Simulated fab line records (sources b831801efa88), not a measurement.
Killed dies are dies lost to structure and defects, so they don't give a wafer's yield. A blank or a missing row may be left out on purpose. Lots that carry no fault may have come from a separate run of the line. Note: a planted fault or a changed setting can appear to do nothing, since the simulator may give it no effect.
fab line records | flow sfqLine
record: lots: 15 wafers: 45 lastDay: 100
route steps=325 shown I0@43 M1@65 I2@105 M4@159 JJ@196
lots with no fault: from the same line, run without faults
startH: hours from the record's opening day to when the first of the lot's shown wafers began | waitH: time in hours since the lot's previous step | " same as the row above | L1.1+2: several wafers, shown together as one row | - no value present, or no start provided | * or withheld: withheld | < > ~ a bound
route shown NAME@n: names a module that has steps shown in the file, with the first one's number in the route | usual: mean and standard deviation over wafers with no fault | same: alike in all rows | chamber/n: place in a boat | sites: the reading at each site | _std_site: the values' standard deviation | _edge_site: mean of outer sites minus mean of inner sites | radiusMm: for every site, how far away it sits from the centre of the wafer | mask NAME#n: copy n | behind: the last tool/chamber to shape the wafer | hold: cause of the lot's hold/its duration in hours/its outcome | device: which transistor (n, p or np) failed to switch | end of line: tests of these same wafers at the route's end | where a step has no rows: the recipe by itself | killed: not the wafer's yield, but the dies lost to structure and defects at the first sort | map: dies across one wafer; x = killed, . = not, _ = none there
set.NAME: the setting as run; set.NAME@STEP: as run at that earlier step | model.NAME: the simulator's own value behind a step, which no gauge read
one table for each step of the route and one row for each wafer, over a sample of lots
services: from which hour (startH, from the record's first day; less than 0 if before it) a tool's chamber was out of use, for how many hours, and why
== steps ==
step: SFQ_TRILAYER_I0_DEP_PECVD_027
recipe: material: SiO2 tempC: 150 timeS: 111.11 pressureTorr: 2.4 rfW: 183.3 precursor: SiH4/N2O targetThkNm: 500
usual: chamberPressureTorr: 2.400/0.0057 heaterPowerOuterW: 28/7.4 heaterPowerW: 84/13 throttleValvePct: 24.8/1
columns lot.wafer tool chamber startH waitH chamberPressureTorr heaterPowerOuterW heaterPowerW throttleValvePct
L264.1 pecvd-03 1 299.24 0.0 2.402 30 85 22.7
L264.3 " 2 " " 2.404 34 100 24.1
L264.5 " 0 " " 2.409 24 84 24.3
L265.2 pecvd-02 0 308.84 0.0 2.394 11 60 25.0
L265.4 " 0 " " 2.405 14 64 25.0
L265.6 " 2 " " 2.403 39 97 25.6
L266.2 pecvd-02 1 320.72 0.0 2.386 20 61 25.3
L266.3 " 0 " " 2.396 21 73 24.8
L266.6 " 2 " " 2.399 42 101 25.6
L267.2 pecvd-03 1 333.76 0.0 2.397 23 73 22.8
L267.4 " 0 " " 2.411 24 86 24.5
L267.6 " 2 " " 2.406 31 96 24.7
L268.1 pecvd-03 2 343.36 0.0 - - - -
L268.4 " 1 " " - - - -
L268.5 " 0 " " - - - -
L269.1 pecvd-04 2 356.01 0.0 - - - -
L269.4 " 0 " " - - - -
L269.5 " 1 " " - - - -
L270.1 pecvd-03 0 361.54 0.0 - - - -
L270.3 " 2 " " - - - -
L270.5 " 1 " " - - - -
L275.1 pecvd-03 0 390.48 0.0 2.404 26 89 24.6
L275.3 " 1 " " 2.395 25 77 22.6
L275.5 " 2 " " 2.395 31 101 24.7
L277.1 pecvd-03 1 400.08 0.0 2.399 31 85 22.9
L277.2 " 0 " " 2.400 35 102 24.9
L277.5 " 0 " " 2.396 37 101 24.7
L280.1 pecvd-04 2 422.97 0.0 2.404 27 89 23.4
L280.4 " 1 " " 2.404 29 76 25.9
L280.6 " 2 " " 2.396 29 90 23.4
L281.3 pecvd-02 1 428.97 0.0 2.398 21 65 25.3
L281.5 " 0 " " 2.397 11 58 25.0
L281.6 " 1 " " 2.409 23 69 25.5
L283.3 pecvd-03 2 443.08 0.0 2.401 35 101 24.9
L283.4 " 1 " " 2.398 20 71 23.4
L283.6 " 0 " " 2.402 23 84 25.1
L284.2 pecvd-04 2 448.72 0.0 2.410 34 98 23.6
L284.3 " 1 " " 2.402 24 73 26.0
L284.4 " 1 " " 2.396 27 75 25.9
L285.1 pecvd-04 2 467.04 0.0 2.395 27 87 23.8
L285.4 " 0 " " 2.397 37 92 26.1
L285.5 " 1 " " 2.399 27 78 26.1
L286.1 pecvd-02 1 473.40 0.0 2.403 18 59 25.7
L286.3 " 2 " " 2.390 34 87 25.9
L286.6 " 0 " " 2.404 16 65 24.9
step: SFQ_TRILAYER_I0_METRO_MEASURE_029
columns lot.wafer tool chamber startH waitH
L264.1+3+5 filmMetro-02 - 302.43 0.1
L265.2+4+6 filmMetro-01 - 312.23 0.3
L266.2+3+6 filmMetro-01 - 324.12 0.3
L267.2+4+6 filmMetro-02 - 337.16 0.3
L268.1+4+5 filmMetro-02 - 346.56 0.1
L269.1+4+5 filmMetro-03 - 359.21 0.1
L270.1+3+5 filmMetro-02 - 364.74 0.1
L275.1+3+5 filmMetro-01 - 393.68 0.1
L277.1+2+5 filmMetro-01 - 403.28 0.1
L280.1+4+6 filmMetro-02 - 426.17 0.1
L281.3+5+6 filmMetro-01 - 432.57 0.5
L283.3+4+6 filmMetro-03 - 446.68 0.5
L284.2+3+4 filmMetro-03 - 453.94 0.3
L285.1+4+5 filmMetro-03 - 471.07 0.1
L286.1+3+6 filmMetro-02 - 476.60 0.1
step: SFQ_TRILAYER_I0_VIA_ETCH_VIA_ETCH_034
recipe: target: SiO2 stopOn: Nb maskMaterial: PR taperDeg: 20 chemistry: CHF3 targetDepthNm: 260 sourceW: 500 biasW: 80 pressureMtorr: 30 timeS: withheld
usual: chamberPressureMTorr: 29.998/0.025 drypumpMotorCurrentA: 5.8/0.4 oesProductAu: 0.854/0.0053
columns lot.wafer tool chamber startH waitH chamberPressureMTorr drypumpMotorCurrentA oesProductAu
L264.1 rieDiel-01 1 423.25 0.0 29.982 6.1 0.851
L264.3 " 3 " " 29.969 5.2 0.854
L264.5 " 2 " " 30.016 5.4 0.855
L265.2 rieDiel-02 2 426.85 0.0 30.002 6.1 0.846
L265.4 " 3 " " 29.969 5.5 0.845
L265.6 " 1 " " 29.992 5.6 0.847
L266.2 rieDiel-01 0 432.97 0.0 30.006 5.9 0.849
L266.3 " 2 " " 30.007 5.4 0.858
L266.6 " 1 " " 30.002 6.1 0.853
L267.2 rieDiel-04 3 450.52 0.0 30.005 5.8 0.854
L267.4 " 0 " " 30.046 6.2 0.857
L267.6 " 1 " " 29.960 6.0 0.863
L268.1 rieDiel-04 1 462.52 0.0 30.012 6.0 0.364
L268.4 " 0 " " 29.974 6.2 0.382
L268.5 " 3 " " 30.002 5.7 0.370
L269.1 rieDiel-01 2 486.52 0.0 29.972 5.5 0.376
L269.4 " 0 " " 29.993 5.9 0.367
L269.5 " 3 " " 29.990 5.2 0.378
L270.1 rieDiel-01 2 494.92 0.0 29.952 5.4 0.374
L270.3 " 0 " " 29.992 5.8 0.380
L270.5 " 1 " " 29.994 6.1 0.377
L275.1 rieDiel-02 1 542.92 0.0 29.988 5.6 0.849
L275.3 " 0 " " 29.976 6.7 0.857
L275.5 " 1 " " 30.015 5.6 0.861
L277.1 rieDiel-02 1 557.45 0.0 29.951 5.6 0.850
L277.2 " 0 " " 29.979 6.7 0.848
L277.5 " 1 " " 30.018 5.6 0.850
L280.1 rieDiel-01 1 586.50 0.0 30.026 6.1 0.853
L280.4 " 0 " " 29.946 5.9 0.856
L280.6 " 1 " " 30.000 6.1 0.862
L281.3 rieDiel-02 0 594.90 0.0 30.003 6.7 0.849
L281.5 " 2 " " 30.019 6.1 0.856
L281.6 " 1 " " 30.027 5.6 0.856
L283.3 rieDiel-02 1 603.59 0.0 30.031 5.6 0.853
L283.4 " 0 " " 30.013 6.7 0.853
L283.6 " 2 " " 29.998 6.1 0.859
L284.2 rieDiel-04 2 609.59 0.0 29.956 5.6 0.852
L284.3 " 1 " " 30.032 6.0 0.854
L284.4 " 3 " " 30.027 5.7 0.856
L285.1 rieDiel-01 2 629.67 0.0 30.036 5.4 0.863
L285.4 " 0 " " 30.027 5.9 0.842
L285.5 " 1 " " 29.987 6.1 0.858
L286.1 rieDiel-02 2 639.04 0.0 30.003 6.1 0.850
L286.3 " 1 " " 30.005 5.6 0.853
L286.6 " 1 " " 30.002 5.6 0.857
step: SFQ_TRILAYER_M1_LITHO_EXPOSE_040
recipe: maskId: M1 na: 0.6 sourceShape: conventional sigmaOuter: 0.65 targetCdNm: 500 doseMj: 14.4
usual: exposureDoseMJCm2: 14.399/0.015 focusOffsetNm: 0.0/0.48
columns lot.wafer tool chamber startH waitH mask exposureDoseMJCm2 focusOffsetNm
L264.1 krfScanner-01 0 582.52 - M1#0 14.390 -0.5
L264.3 " 0 " " M1#0 14.391 0.3
L264.5 " 0 " " M1#0 14.382 0.0
L265.2 krfScanner-01 0 587.52 - M1#0 14.394 -0.6
L265.4 " 0 " " M1#0 14.376 -0.2
L265.6 " 0 " " M1#0 14.409 0.1
L266.2 krfScanner-01 0 594.72 - M1#0 14.420 0.7
L266.3 " 0 " " M1#0 14.397 1.1
L266.6 " 0 " " M1#0 14.407 0.5
L267.2 krfScanner-02 0 603.42 - M1#0 14.423 -0.6
L267.4 " 0 " " M1#0 14.408 -1.3
L267.6 " 0 " " M1#0 14.403 -0.6
L268.1 krfScanner-02 - 618.49 - M1#0 - -
L268.4 " - " " M1#0 - -
L268.5 " - " " M1#0 - -
L269.1 krfScanner-01 - 648.26 - M1#0 - -
L269.4 " - " " M1#0 - -
L269.5 " - " " M1#0 - -
L270.1 krfScanner-01 - 654.26 - M1#0 - -
L270.3 " - " " M1#0 - -
L270.5 " - " " M1#0 - -
L275.1 krfScanner-01 0 699.86 - M1#0 14.409 -0.3
L275.3 " 0 " " M1#0 14.385 -0.7
L275.5 " 0 " " M1#0 14.382 -0.4
L277.1 krfScanner-01 0 717.86 - M1#0 14.415 0.1
L277.2 " 0 " " M1#0 14.405 0.5
L277.5 " 0 " " M1#0 14.395 0.2
L280.1 krfScanner-01 0 750.26 - M1#0 14.388 0.4
L280.4 " 0 " " M1#0 14.393 0.0
L280.6 " 0 " " M1#0 14.411 0.9
L281.3 krfScanner-02 0 764.20 - M1#0 14.420 0.7
L281.5 " 0 " " M1#0 14.402 0.8
L281.6 " 0 " " M1#0 14.427 0.5
L283.3 krfScanner-01 0 771.66 - M1#0 14.391 -0.7
L283.4 " 0 " " M1#0 14.408 0.2
L283.6 " 0 " " M1#0 14.382 -0.6
L284.2 krfScanner-02 0 777.59 - M1#0 14.403 0.6
L284.3 " 0 " " M1#0 14.397 0.4
L284.4 " 0 " " M1#0 14.364 -0.7
L285.1 krfScanner-02 0 790.14 - M1#0 14.379 0.1
L285.4 " 0 " " M1#0 14.381 0.7
L285.5 " 0 " " M1#0 14.372 -0.1
L286.1 krfScanner-02 0 796.14 - M1#0 14.416 -0.1
L286.3 " 0 " " M1#0 14.379 0.3
L286.6 " 0 " " M1#0 14.391 -0.6
step: SFQ_I2_BOW_MEAS_917
recipe: mode: bow
usual: I2_BOW: 4/8.2
columns lot.wafer tool chamber startH waitH I2_BOW[um]
L264.1 filmMetro-03 - 908.46 2.5 -3
L264.3 " - " " -10
L264.5 " - " " -8
L265.2 filmMetro-03 - 917.48 1.5 18
L265.4 " - " " 6
L265.6 " - " " 2
L266.2 filmMetro-01 - 923.48 2.0 -2
L266.3 " - " " 5
L266.6 " - " " 11
L267.2 filmMetro-01 - 930.11 2.0 11
L267.4 " - " " 15
L267.6 " - " " 4
L268.1 filmMetro-01 - 947.50 1.0 9
L268.4 " - " " 12
L268.5 " - " " 7
L269.1 filmMetro-03 - 979.66 2.0 16
L269.4 " - " " 6
L269.5 " - " " 15
L270.1 filmMetro-03 - 988.04 2.0 -4
L270.3 " - " " -6
L270.5 " - " " -6
L275.1 filmMetro-01 - 1041.73 1.0 4
L275.3 " - " " 8
L275.5 " - " " 2
L277.1 filmMetro-01 - 1054.02 1.0 13
L277.2 " - " " 7
L277.5 " - " " 14
L280.1 filmMetro-03 - 1066.03 2.0 16
L280.4 " - " " 17
L280.6 " - " " -8
L281.3 filmMetro-02 - 1083.14 1.5 12
L281.5 " - " " 12
L281.6 " - " " -8
L283.3 filmMetro-02 - 1089.14 2.0 -9
L283.4 " - " " -10
L283.6 " - " " -9
L284.2 filmMetro-02 - 1099.96 1.5 -2
L284.3 " - " " 2
L284.4 " - " " 0
L285.1 filmMetro-01 - 1118.07 2.5 7
L285.4 " - " " 8
L285.5 " - " " 0
L286.1 filmMetro-03 - 1129.28 1.5 9
L286.3 " - " " 6
L286.6 " - " " 9
step: SFQ_TRILAYER_M4_BARC_OPEN_METAL_ETCH_123
recipe: maskMaterial: PR chemistry: O2 targetDepthNm: 125 target: BARC icpW: 600 biasW: 80 pressureMtorr: 10 timeS: 41.7
usual: chamberPressureMTorr: 10.000/0.01 drypumpMotorCurrentA: 6.0/0.47 oesProductAu: 0.685/0.0046
columns lot.wafer tool chamber startH waitH chamberPressureMTorr drypumpMotorCurrentA oesProductAu rfHoursCounterH
L264.1 rieMetal-03 1 1369.51 0.0 10.006 5.3 0.677 39
L264.3 " 0 " " 10.017 6.0 0.683 -
L264.5 " 1 " " 10.000 5.3 0.680 -
L265.2 rieMetal-01 0 1376.87 0.0 9.998 5.8 0.683 12
L265.4 " 1 " " 10.015 5.5 0.678 -
L265.6 " 0 " " 9.999 5.8 0.688 -
L266.2 rieMetal-04 0 1382.71 0.0 10.003 6.7 0.688 106
L266.3 " 0 " " 10.000 6.7 0.685 -
L266.6 " 1 " " 10.003 6.1 0.681 -
L267.2 rieMetal-01 0 1389.91 0.0 9.987 5.8 0.686 14
L267.4 " 1 " " 9.985 5.5 0.679 -
L267.6 " 0 " " 9.990 5.8 0.687 -
L268.1 rieMetal-04 1 1397.11 0.0 10.002 6.1 0.688 7
L268.4 " 0 " " 10.027 6.7 0.684 -
L268.5 " 1 " " 9.994 6.1 0.681 -
L269.1 rieMetal-04 1 1420.04 0.0 10.003 6.1 0.687 13
L269.4 " 0 " " 10.016 6.7 0.679 -
L269.5 " 1 " " 10.001 6.1 0.691 -
L270.1 rieMetal-01 1 1429.64 0.0 9.990 5.5 0.684 107
L270.3 " 0 " " 9.997 5.8 0.685 -
L270.5 " 1 " " 10.008 5.5 0.687 -
L275.1 rieMetal-03 1 1472.01 0.0 10.015 5.3 0.683 55
L275.3 " 1 " " 10.013 5.3 0.680 -
L275.5 " 0 " " 10.022 6.0 0.677 -
L277.1 rieMetal-03 1 1482.81 0.0 10.012 5.3 0.690 56
L277.2 " 0 " " 10.009 6.0 0.683 36
L277.5 " 1 " " 9.998 5.3 0.689 -
L280.1 rieMetal-04 1 1495.02 0.0 9.996 6.1 0.691 24
L280.4 " 1 " " 10.007 6.1 0.690 -
L280.6 " 0 " " 9.986 6.7 0.687 -
L281.3 rieMetal-04 1 1501.38 0.0 10.003 6.1 0.685 -
L281.5 " 1 " " 9.993 6.1 0.684 -
L281.6 " 0 " " 9.997 6.7 0.683 -
L283.3 rieMetal-01 1 1508.58 0.0 9.994 5.5 0.684 -
L283.4 " 0 " " 9.991 5.9 0.689 -
L283.6 " 1 " " 10.016 5.5 0.696 -
L284.2 rieMetal-04 0 1510.96 0.0 10.007 6.7 0.690 123
L284.3 " 1 " " 9.993 6.1 0.689 -
L284.4 " 0 " " 10.007 6.7 0.682 -
L285.1 rieMetal-01 1 1512.16 0.0 10.002 5.5 0.679 119
L285.4 " 0 " " 9.996 5.9 0.692 -
L285.5 " 1 " " 9.991 5.5 0.692 -
L286.1 rieMetal-04 0 1530.28 0.0 9.981 6.7 0.686 126
L286.3 " 0 " " 9.998 6.7 0.689 -
L286.6 " 0 " " 9.995 6.7 0.687 -
step: SFQ_TRILAYER_JJ_CE_STRIP_STRIP_120
recipe: gas: O2 powerW: 200 platenTempC: 40 overashFraction: 0.65 chemistry: O2 pressureMtorr: 50
usual: chamberPressureMTorr: 50.00/0.047 drypumpMotorCurrentA: 6.0/0.43 oesProductAu: 1.006/0.012
columns lot.wafer tool chamber startH waitH chamberPressureMTorr drypumpMotorCurrentA oesProductAu rfHoursCounterH
L264.1 rieMetal-02 1 1501.91 0.0 50.00 6.3 1.010 120
L264.3 " 1 " " 49.92 6.4 1.005 -
L264.5 " 1 " " 49.94 6.4 1.004 -
L265.2 rieMetal-03 0 1509.26 0.0 49.98 6.0 1.000 43
L265.4 " 0 " " 49.90 6.0 0.998 -
L265.6 " 0 " " 49.97 6.0 0.995 -
L266.2 rieMetal-02 0 1516.46 0.0 50.02 5.5 1.015 86
L266.3 " 0 " " 49.98 5.6 1.015 -
L266.6 " 0 " " 49.94 5.6 1.013 -
L267.2 rieMetal-02 0 1522.46 0.0 50.01 5.6 1.006 87
L267.4 " 0 " " 50.01 5.6 1.009 -
L267.6 " 1 " " 49.96 6.4 1.010 -
L268.1 rieMetal-04 0 1528.46 0.0 49.99 6.7 1.018 125
L268.4 " 1 " " 49.93 6.1 1.012 -
L268.5 " 0 " " 50.02 6.7 1.017 -
L269.1 rieMetal-03 0 1539.38 0.0 49.93 6.0 0.988 46
L269.4 " 1 " " 49.95 5.3 0.979 -
L269.5 " 0 " " 50.01 6.0 0.999 -
L270.1 rieMetal-03 1 1549.18 0.0 49.97 5.3 0.983 62
L270.3 " 1 " " 49.98 5.3 0.986 -
L270.5 " 0 " " 50.03 6.0 1.009 -
L275.1 rieMetal-02 0 1566.98 0.0 49.96 5.6 1.004 99
L275.3 " 1 " " 49.96 6.3 1.012 -
L275.5 " 0 " " 49.96 5.6 1.013 -
L277.1 rieMetal-02 0 1580.10 0.0 50.06 5.6 0.997 101
L277.2 " 1 " " 50.00 6.4 1.020 5
L277.5 " 1 " " 50.09 6.4 1.003 -
L280.1 rieMetal-02 0 1590.58 0.0 49.97 5.6 1.011 103
L280.4 " 0 " " 50.03 5.7 1.005 -
L280.6 " 0 " " 50.05 5.6 1.005 -
L281.3 rieMetal-04 1 1595.78 0.4 49.98 6.1 1.016 -
L281.5 " 1 " " 50.00 6.1 1.010 -
L281.6 " 1 " " 50.01 6.1 1.012 -
L283.3 rieMetal-03 0 1607.03 0.2 49.96 6.0 0.995 -
L283.4 " 1 " " 50.10 5.3 0.979 -
L283.6 " 1 " " 50.00 5.3 0.979 -
L284.2 rieMetal-02 1 1609.23 0.0 49.88 6.4 1.011 10
L284.3 " 1 " " 49.99 6.4 1.022 -
L284.4 " 0 " " 49.95 5.5 1.020 -
L285.1 rieMetal-02 0 1611.63 0.0 49.93 5.6 1.006 106
L285.4 " 0 " " 49.97 5.6 1.000 -
L285.5 " 0 " " 49.87 5.6 0.995 -
L286.1 rieMetal-02 1 1630.88 0.0 50.02 6.4 1.012 14
L286.3 " 0 " " 50.06 5.6 1.015 -
L286.6 " 0 " " 49.94 5.6 1.010 -
== services ==
columns tool chamber startH hours kind
krfScanner-01 - 276.79 0.8 pm
rieMetal-04 - 301.20 1.9 repair
krfScanner-01 - 308.74 11.6 pm
krfScanner-01 - 344.88 0.3 repair
krfScanner-01 - 431.27 1.0 pm
krfScanner-01 - 443.73 1.3 pm
krfScanner-01 - 447.43 0.8 pm
rieMetal-04 1 449.75 16.4 repair
rieMetal-04 - 516.01 0.2 repair
rieMetal-02 1 525.87 8.2 repair
krfScanner-01 - 534.34 0.9 repair
krfScanner-01 - 538.58 0.3 repair
rieMetal-04 1 550.33 1.0 repair
krfScanner-01 - 557.07 3.6 pm
krfScanner-01 - 600.52 1.0 pm
krfScanner-01 - 615.34 0.8 pm
krfScanner-01 - 619.08 1.3 pm
rieMetal-04 - 643.40 0.5 repair
rieMetal-02 - 673.39 1.9 repair
rieMetal-02 1 686.46 5.0 repair
krfScanner-01 - 755.06 3.0 pm
krfScanner-01 - 776.06 1.0 pm
krfScanner-01 - 783.06 0.8 pm
rieMetal-02 - 794.30 0.2 repair
== key ==
firstSign: step: SFQ_TRILAYER_I0_DEP_PECVD_027 reading: toolRecord direction: missing
effect: step: SFQ_TRILAYER_I0_VIA_ETCH_VIA_ETCH_034 reading: oesProductAu direction: down sigmas: 90 usual: 0.854 struck: 0.374
effect: step: SFQ_TRILAYER_M1_LITHO_EXPOSE_040 reading: toolRecord direction: missing
metAt SFQ_TRILAYER_I0_DEP_PECVD_027
struckLots L268,L269,L270
notActingAt SFQ_I2_BOW_MEAS_917,SFQ_TRILAYER_M4_BARC_OPEN_METAL_ETCH_123,SFQ_TRILAYER_JJ_CE_STRIP_STRIP_120
onsetBetween 333.76 343.36
fault: kind: skippedStepWhole tool: pecvd-03,pecvd-04 chamber: - onsetH: 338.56 steps: SFQ_TRILAYER_I0_DEP_PECVD_027 scope: struckLotsOnly
